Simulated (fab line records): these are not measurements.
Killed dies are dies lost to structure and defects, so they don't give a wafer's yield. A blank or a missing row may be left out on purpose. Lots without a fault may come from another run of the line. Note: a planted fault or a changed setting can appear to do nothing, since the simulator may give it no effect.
Chamber matching    flow sfq-line    SFQ_TRILAYER_I6_CMP_CMP_166 on cmp-02 has 4 sister chambers
The step polishes SiO2. 4 wafers are shown with their chamber, then 9 later ones without.

## WAFERS WITH THEIR CHAMBER
wafer   chamber  motor-current-A (A)
L124.5  2        10.0
L124.6  1        9.6
L126.3  0        10.7
L126.5  3        9.4

## WAFERS WITHOUT THEIR CHAMBER
wafer   motor-current-A (A)
L131.2  10.1
L131.3  9.5
L131.4  9.3
L133.2  9.6
L133.5  10.7
L133.6  10.0
L137.2  9.2
L137.4  10.2
L137.6  9.9

## WHICH CHAMBER EACH WENT THROUGH
wafer    from the rows above       in truth
L131.2   2                         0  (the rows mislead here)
L131.3   can't be placed: 1 or 3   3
L131.4   can't be placed: 3 or 1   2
L133.2   can't be placed: 1 or 3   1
L133.5   0                         0
L133.6   2                         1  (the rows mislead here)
L137.2   can't be placed: 3 or 1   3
L137.4   2                         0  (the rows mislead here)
L137.6   can't be placed: 2 or 1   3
Placed correctly: 1 of 9. Not placeable from these rows: 5 (in 3, the candidates include the true chamber). Number placed wrongly: 3.
How it was worked out, from the rows above alone: a wafer's distance from a chamber is the root of the sum, over the readings, of the square of ((its reading less the chamber's mean) divided by the reading's scatter). The wafer belongs to the nearest chamber; if the next one is less than 2 further off, it can't be placed. For every chamber, the mean is computed from those of its wafers that are shown. The scatter (one wafer shown for each chamber): square how far every hidden wafer sits from the nearest shown wafer, average those squares and take the square root.
